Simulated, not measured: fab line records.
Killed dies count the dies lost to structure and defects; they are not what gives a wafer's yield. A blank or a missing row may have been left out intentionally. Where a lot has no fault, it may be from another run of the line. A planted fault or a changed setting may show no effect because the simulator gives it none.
What tool caused it?	flow sky130	Sampling: 13 lots, 39 wafers, 5 of 708 route steps

== WHAT THE GAUGES READ, wafer by wafer ==
Not one reading of a measure or inspect step in the record can be checked against a usual standard deviation.

== TOOL THAT RAN EACH LOT (tool first, then ch and the chambers of the sampled wafers, then the start) ==
lot	SKY_VIA2_CVD_21	SKY_METAL3_SPUTTER_00	SKY_METAL3_SPUTTER_02	SKY_METAL3_SOFTBAKE_09	SKY_PAD_OPEN_PROBE_99
L617	cvd-w-02 ch 0,1, day 35 22:03	pvd-sputter-04, day 35 22:40	pvd-sputter-04, day 35 22:43	litho-track-01 ch 0, day 37 14:00	prober-02, day 45 11:44
L618	cvd-w-02 ch 0,1, day 36 01:31	pvd-sputter-01, day 36 02:08	pvd-sputter-01, day 36 02:10	litho-track-01 ch 0, day 37 17:00	prober-01, day 45 12:26
L619	cvd-w-02 ch 0,1, day 36 18:55	pvd-sputter-01, day 36 19:33	pvd-sputter-01, day 36 19:36	litho-track-02 ch 0, day 38 11:00	prober-02, day 46 02:20
L620	cvd-w-01 ch 0,1, day 36 21:06	pvd-sputter-01, day 36 21:50	pvd-sputter-01, day 36 21:53	litho-track-01 ch 0, day 38 14:00	prober-01, day 46 05:47
L623	cvd-w-01 ch 0,1, day 38 11:25	pvd-sputter-03, day 38 12:01	pvd-sputter-03, day 38 12:07	litho-track-01 ch 0, day 40 03:00	prober-02, day 47 11:49
L625	cvd-w-01 ch 0,1, day 39 05:04	pvd-sputter-01, day 39 05:40	pvd-sputter-01, day 39 05:43	litho-track-02 ch 0, day 40 18:00	prober-02, day 47 20:34
L626	cvd-w-02 ch 0,1, day 39 09:10	pvd-sputter-01, day 39 09:47	pvd-sputter-01, day 39 09:50	litho-track-01 ch 0, day 40 23:00	prober-01, day 48 05:15
L630	cvd-w-01 ch 0,1, day 40 17:13	pvd-sputter-01, day 40 17:49	pvd-sputter-01, day 40 17:52	litho-track-04 ch 0, day 42 06:00	prober-02, day 49 02:46
L629	cvd-w-02 ch 0, day 40 18:38	pvd-sputter-01, day 40 19:23	pvd-sputter-01, day 40 19:26	litho-track-02 ch 0, day 42 08:00	prober-01, day 49 02:43
L633	cvd-w-02 ch 0, day 41 07:01	pvd-sputter-01, day 41 07:45	pvd-sputter-01, day 41 07:48	litho-track-04 ch 0, day 42 18:00	prober-02, day 49 15:24
L636	cvd-w-02 ch 0,1, day 41 23:49	pvd-sputter-03, day 42 00:23	pvd-sputter-03, day 42 00:26	litho-track-01 ch 0, day 43 10:00	prober-02, day 50 02:11
L638	cvd-w-01 ch 0,1, day 42 12:29	pvd-sputter-03, day 42 13:06	pvd-sputter-03, day 42 13:09	litho-track-01 ch 0, day 44 00:00	prober-01, day 50 12:47
L640	cvd-w-01 ch 0,1, day 43 00:14	pvd-sputter-04, day 43 00:51	pvd-sputter-04, day 43 00:54	litho-track-01 ch 0, day 44 11:00	prober-01, day 50 19:04
- SKY_VIA2_CVD_21: deposits W, target thk 420 nm, time 126.4 s.
- SKY_METAL3_SPUTTER_00: material Ti, target thk 15 nm, time 10 s.
- SKY_METAL3_SPUTTER_02: material AlCu, target thk 735 nm, time 39.1 s.
- SKY_METAL3_SOFTBAKE_09: time 90 s.
- SKY_PAD_OPEN_PROBE_99

== WHAT THE TOOLS THEMSELVES READ (means of the sampled wafers that have a number; where no wafer has one, the mark that the record gives instead) ==
SKY_VIA2_CVD_21.
lot	tool	heater-power-outer-w (W)	heater-power-w (W)
L617	cvd-w-02	526	864
L618	cvd-w-02	519	855
L619	cvd-w-02	500	814
L620	cvd-w-01	529	910
L623	cvd-w-01	547	939
L625	cvd-w-01	534	915
L626	cvd-w-02	466	760
L630	cvd-w-01	559	921
L629	cvd-w-02	442	712
L633	cvd-w-02	449	711
L636	cvd-w-02	496	819
L638	cvd-w-01	550	930
L640	cvd-w-01	552	945

SKY_METAL3_SPUTTER_00.
lot	tool	throttle-valve-pct (%)
L617	pvd-sputter-04	29.2
L618	pvd-sputter-01	29.5
L619	pvd-sputter-01	29.8
L620	pvd-sputter-01	29.9
L623	pvd-sputter-03	28.9
L625	pvd-sputter-01	30.3
L626	pvd-sputter-01	29.9
L630	pvd-sputter-01	30.1
L629	pvd-sputter-01	30.2
L633	pvd-sputter-01	29.8
L636	pvd-sputter-03	28.6
L638	pvd-sputter-03	28.9
L640	pvd-sputter-04	29.2

SKY_METAL3_SPUTTER_02.
lot	tool	throttle-valve-pct (%)
L617	pvd-sputter-04	29.2
L618	pvd-sputter-01	29.5
L619	pvd-sputter-01	29.9
L620	pvd-sputter-01	29.9
L623	pvd-sputter-03	28.8
L625	pvd-sputter-01	30.1
L626	pvd-sputter-01	30.0
L630	pvd-sputter-01	30.2
L629	pvd-sputter-01	30.2
L633	pvd-sputter-01	29.9
L636	pvd-sputter-03	28.9
L638	pvd-sputter-03	28.8
L640	pvd-sputter-04	29.3

SKY_METAL3_SOFTBAKE_09.
lot	tool	run-length-s (s)
L617	litho-track-01	119.05
L618	litho-track-01	119.01
L619	litho-track-02	119.24
L620	litho-track-01	119.02
L623	litho-track-01	119.04
L625	litho-track-02	128.19
L626	litho-track-01	119.04
L630	litho-track-04	119.04
L629	litho-track-02	128.10
L633	litho-track-04	119.17
L636	litho-track-01	118.99
L638	litho-track-01	118.84
L640	litho-track-01	118.94

SKY_PAD_OPEN_PROBE_99.
lot	tool	defect-limited-yield (%)	killed_at_M0_to_M3	killed_at_M4_up	killed-at-contacts	killed-at-front-end	killed-at-other	killed-dies	killed-open	killed-short	sort_bin_3_pad_short (%)	sort_bin_5_function (%)	sort_bin_6_memory (%)	sort-n-pass	sort-yield-pct (%)
L617	prober-02	80.8	51	4.3	22	16	0.7	94	47	47	0.7	11.1	7.4	398	80.8
L618	prober-01	83.1	42	3.3	20	17	0.3	83	46	37	0.9	11.1	4.9	409	83.1
L619	prober-02	83.1	43	3.3	21	15	0.3	83	44	39	0.7	9.7	6.5	409	83.1
L620	prober-01	83.4	44	3.3	19	15	0.7	82	45	36	0.9	8.9	6.8	410	83.4
L623	prober-02	82.4	44	5.0	23	14	0.3	87	47	40	0.6	12.1	4.9	405	82.4
L625	prober-02	82.2	38	2.3	30	17	0.0	87	45	42	1.0	11.0	5.8	405	82.2
L626	prober-01	79.8	51	2.3	28	18	0.3	99	51	48	1.1	12.1	6.9	393	79.8
L630	prober-02	84.2	40	4.3	20	13	0.0	78	42	36	0.7	9.7	5.4	414	84.2
L629	prober-01	83.2	43	2.7	22	14	0.3	83	44	38	0.9	9.9	6.0	409	83.2
L633	prober-02	82.8	44	1.7	26	13	0.3	85	52	33	0.5	10.1	6.6	407	82.8
L636	prober-02	84.2	44	2.7	20	10	0.0	78	46	31	0.7	8.9	6.2	414	84.2
L638	prober-01	83.0	42	4.0	26	11	0.3	84	43	39	1.0	10.0	6.0	408	83.0
L640	prober-01	81.0	46	4.0	27	16	0.7	93	52	39	0.5	11.4	7.0	399	81.0

== THE ANSWER, worked out from the rows above alone ==
Rule: the usual values come from the lots themselves. The widest of any qualifying gaps counts: lots, ordered by their means at a reading, are off when they make up no more than a third of the lots, leave a main group of 4 or more, and stand apart from it by 3 or more times the standard deviation of that group's means. Not used: any main group whose means are identical at the precision the tables above print for the reading. Also off: a lot with no number at a reading for which 4 or more lots have one. The other lots that the step has rows for count as sound. The gauges are gone through in route order, then the tools' own readings, and for those a lot's mean is taken as printed above. At the first step where some lot is off, the reading lying furthest off is the one used; lots without a number count as furthest.
Off: L625, L629, at SKY_METAL3_SOFTBAKE_09 (run-length-s). For the main group the mean is 119.03 s and the standard deviation 0.1.
A tool fits if, at that step or a process step before it, it ran every lot that is off, and no sound lot after the first of them. One fits: SKY_METAL3_SOFTBAKE_09 on litho-track-02. Its last sound lot is L619 (day 38 11:00), its first lot that is off L625 (day 40 18:00): a fault that began between those two fits.
On the lots that are off, the tool's own readings at SKY_METAL3_SOFTBAKE_09 differ by more than 5 times the standard deviation of the sound lots' means, which bears it out; run-length-s reads 128.14 s there versus 119.03 s on the sound lots.

== WHAT THE SIMULATOR HAD PUT IN ==
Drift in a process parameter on litho-track-02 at SKY_METAL3_SOFTBAKE_09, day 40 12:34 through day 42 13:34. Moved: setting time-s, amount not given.
Struck lots among those shown: L625, L629. The rule above reached the same finding.
